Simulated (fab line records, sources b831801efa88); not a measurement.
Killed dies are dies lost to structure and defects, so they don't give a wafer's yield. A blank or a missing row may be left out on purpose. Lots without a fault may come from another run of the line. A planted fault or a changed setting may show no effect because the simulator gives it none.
Which tool did it? | flow gf180mcu | 14 lots, 42 wafers sampled, at 5 steps of a route of 602

WHAT THE GAUGES READ, wafer by wafer
GF_HV_LDD_CD_MEAS_46: target cd 400 nm.
lot  | measured     | on        | cd_nm (nm)
L685 | day 12 15:55 | cd_sem-02 | 403.1 401.5 399.3
L686 | day 12 23:55 | cd_sem-01 | 397.0 396.6 398.1
L687 | day 13 10:48 | cd_sem-01 | 396.4 397.5 397.6
L688 | day 13 19:26 | cd_sem-01 | 394.9 395.7 396.5
L689 | day 14 01:25 | cd_sem-02 | 401.3 400.4 401.1
L690 | day 14 06:46 | cd_sem-02 | 400.8 401.2 401.4
L693 | day 15 08:10 | cd_sem-01 | 399.4 397.7 397.2
L698 | day 17 01:55 | cd_sem-01 | 402.9 399.1 400.3
L700 | day 17 19:34 | cd_sem-02 | 403.5 407.0 405.4
L701 | day 18 02:47 | cd_sem-02 | 397.3 396.3 395.9
L702 | day 18 16:34 | cd_sem-02 | 400.3 405.1 403.3
L703 | day 18 17:28 | cd_sem-02 | 402.2 399.2 399.9
L704 | day 19 00:13 | cd_sem-01 | 396.2 396.5 397.9
L705 | day 19 10:53 | cd_sem-01 | 397.2 399.0 398.0

GF_PSD_RS_MEAS_14: measures by four-point-probe.
lot  | measured     | on            | NSD_RS (ohm/sq)
L685 | day 14 12:55 | film_metro-02 | 46.05 46.12 46.12
L686 | day 14 21:22 | film_metro-02 | 46.18 46.25 46.12
L687 | day 15 09:27 | film_metro-01 | 46.28 46.34 46.23
L688 | day 15 17:41 | film_metro-02 | 46.20 46.28 46.17
L689 | day 15 23:50 | film_metro-03 | 39.84 39.96 39.94 39.97 39.88 39.78
L690 | day 16 06:28 | film_metro-01 | 40.06 40.00 39.98 39.99 39.96 39.94
L693 | day 17 08:25 | film_metro-02 | 39.91 39.87 39.82 39.79 39.83 39.75
L698 | day 19 04:46 | film_metro-02 | 46.15 46.19 46.24
L700 | day 19 23:28 | film_metro-01 | 46.26 46.27 46.23
L701 | day 20 07:22 | film_metro-01 | 46.25 46.21 46.27
L702 | day 20 20:58 | film_metro-02 | 46.16 46.18 46.14
L703 | day 20 22:25 | film_metro-01 | 46.39 46.28 46.28
L704 | day 21 05:12 | film_metro-02 | 46.26 46.21 46.23
L705 | day 21 15:50 | film_metro-01 | 46.21 46.29 46.24

GF_SAB_CD_MEAS_09: target cd 420 nm.
lot  | measured     | on        | cd_nm (nm)
L685 | day 15 10:07 | cd_sem-01 | 421.9 422.2 421.0
L686 | day 15 19:19 | cd_sem-01 | 417.3 418.8 417.8
L687 | day 16 07:21 | cd_sem-02 | 418.6 419.6 418.6
L688 | day 16 15:47 | cd_sem-02 | 421.3 421.1 420.1
L698 | day 20 05:28 | cd_sem-01 | 420.0 419.5 419.8
L700 | day 20 23:37 | cd_sem-02 | 425.4 423.3 423.6
L701 | day 21 07:47 | cd_sem-02 | 418.1 417.3 417.6
L702 | day 21 20:40 | cd_sem-02 | 417.4 416.7 417.2
L703 | day 21 22:10 | cd_sem-02 | 418.2 419.4 420.5
L704 | day 22 05:25 | cd_sem-02 | 420.1 418.8 422.4
L705 | day 22 15:29 | cd_sem-01 | 422.7 422.5 422.1

WHICH TOOL RAN EACH LOT (tool, then ch and the chambers of the sampled wafers, then the start)
lot  | GF_HV_LDD_STRIP_22                   | GF_PSD_RTA_13
L685 | plasma_asher-03 ch 0,1, day 11 00:47 | rtp_anneal-01 ch 0, day 14 12:49
L686 | plasma_asher-03 ch 0, day 11 08:13   | rtp_anneal-02 ch 0, day 14 21:17
L687 | plasma_asher-02 ch 0,1, day 11 18:44 | rtp_anneal-01 ch 0, day 15 09:22
L688 | plasma_asher-04 ch 0,1, day 12 01:47 | rtp_anneal-01 ch 0, day 15 17:35
L689 | plasma_asher-03 ch 0, day 12 09:08   | rtp_anneal-01 ch 0, day 15 23:44
L690 | plasma_asher-03 ch 0,1, day 12 13:44 | rtp_anneal-01 ch 0, day 16 06:23
L693 | plasma_asher-04 ch 0,1, day 13 13:33 | rtp_anneal-01 ch 0, day 17 08:20
L698 | plasma_asher-04 ch 0,1, day 15 04:58 | rtp_anneal-02 ch 0, day 19 04:41
L700 | plasma_asher-03 ch 0,1, day 15 21:19 | rtp_anneal-01 ch 0, day 19 23:22
L701 | plasma_asher-03 ch 0,1, day 16 04:35 | rtp_anneal-02 ch 0, day 20 07:14
L702 | plasma_asher-02 ch 1, day 16 17:19   | rtp_anneal-01 ch 0, day 20 20:52
L703 | plasma_asher-02 ch 1, day 16 18:11   | rtp_anneal-02 ch 0, day 20 22:20
L704 | plasma_asher-03 ch 0,1, day 17 01:01 | rtp_anneal-01 ch 0, day 21 05:07
L705 | plasma_asher-03 ch 0,1, day 17 10:20 | rtp_anneal-01 ch 0, day 21 15:45
- GF_HV_LDD_STRIP_22: strips in O2/N2.
- GF_PSD_RTA_13: time 20 s.

WHAT THE TOOLS THEMSELVES READ (means of the sampled wafers that have a number; where no wafer has one, the mark that the record gives instead)
GF_HV_LDD_STRIP_22.
lot  | tool            | drypump_motor_current_A (A) | heater_power_w (W) | oes_product_au (a.u.) | strip_time_to_endpoint_s (s)
L685 | plasma_asher-03 | 5.7                         | 314                | 0.714                 | 12.64
L686 | plasma_asher-03 | 6.0                         | 329                | 0.719                 | 12.64
L687 | plasma_asher-02 | 6.0                         | 360                | 0.714                 | 12.64
L688 | plasma_asher-04 | 5.9                         | 365                | 0.717                 | 12.62
L689 | plasma_asher-03 | 6.0                         | 335                | 0.715                 | 12.66
L690 | plasma_asher-03 | 5.5                         | 305                | 0.712                 | 12.63
L693 | plasma_asher-04 | 5.9                         | 363                | 0.713                 | 12.59
L698 | plasma_asher-04 | 5.9                         | 381                | 0.719                 | 12.57
L700 | plasma_asher-03 | 5.5                         | 307                | 0.716                 | 12.67
L701 | plasma_asher-03 | 5.5                         | 308                | 0.714                 | 12.59
L702 | plasma_asher-02 | 6.1                         | 383                | 0.719                 | 12.61
L703 | plasma_asher-02 | 6.1                         | 377                | 0.716                 | 12.62
L704 | plasma_asher-03 | 5.8                         | 321                | 0.712                 | 12.60
L705 | plasma_asher-03 | 5.7                         | 317                | 0.714                 | 12.66

GF_PSD_RTA_13.
lot  | tool          | lamp_power_pct (%) | wafer_temp_C_max
L685 | rtp_anneal-01 | 27.0               | 1028.7
L686 | rtp_anneal-02 | 30.3               | 1029.2
L687 | rtp_anneal-01 | 27.0               | 1029.8
L688 | rtp_anneal-01 | 27.0               | 1029.1
L689 | rtp_anneal-01 | 30.2               | 1071.7
L690 | rtp_anneal-01 | 30.3               | 1071.5
L693 | rtp_anneal-01 | 30.2               | 1071.2
L698 | rtp_anneal-02 | 30.2               | 1030.7
L700 | rtp_anneal-01 | 27.0               | 1028.9
L701 | rtp_anneal-02 | 30.2               | 1029.6
L702 | rtp_anneal-01 | 27.0               | 1029.1
L703 | rtp_anneal-02 | 30.2               | 1029.6
L704 | rtp_anneal-01 | 27.0               | 1029.6
L705 | rtp_anneal-01 | 27.0               | 1029.4

THE ANSWER, worked out from the rows above alone
Rule: what is usual is taken from the lots themselves. Put in order of their means at a reading, lots are off if they are a third of the lots or fewer, leave a main group of 4 or more, and stand apart from it by a gap of 3 or more times the standard deviation of the main group's means; of several such gaps the widest counts. A main group whose means are all the same, to the digits that the tables above print for the reading, isn't used. A lot without any number at a reading at which 4 lots or more have one is off too. The other lots that the step has rows for count as sound. The gauges are gone through in route order, then the tools' own readings, and for those a lot's mean is taken as printed above. The first step at which some lot is off is used, and at that step the reading that is off furthest; a lot without a number counts as furthest.
Off: L689, L690, L693, at GF_PSD_RS_MEAS_14 (NSD_RS). The main group: mean 46.22 ohm/sq, standard deviation 0.058.
A tool fits if, at a process step before that reading, it ran every lot that is off, and no sound lot after the first of them. The gauges at GF_PSD_RS_MEAS_14 aren't tried: what is off there is off at GF_PSD_RTA_13 too, on other tools, and a gauge's error can't cause that. None of those tried fits.

WHAT THE SIMULATOR HAD PUT IN
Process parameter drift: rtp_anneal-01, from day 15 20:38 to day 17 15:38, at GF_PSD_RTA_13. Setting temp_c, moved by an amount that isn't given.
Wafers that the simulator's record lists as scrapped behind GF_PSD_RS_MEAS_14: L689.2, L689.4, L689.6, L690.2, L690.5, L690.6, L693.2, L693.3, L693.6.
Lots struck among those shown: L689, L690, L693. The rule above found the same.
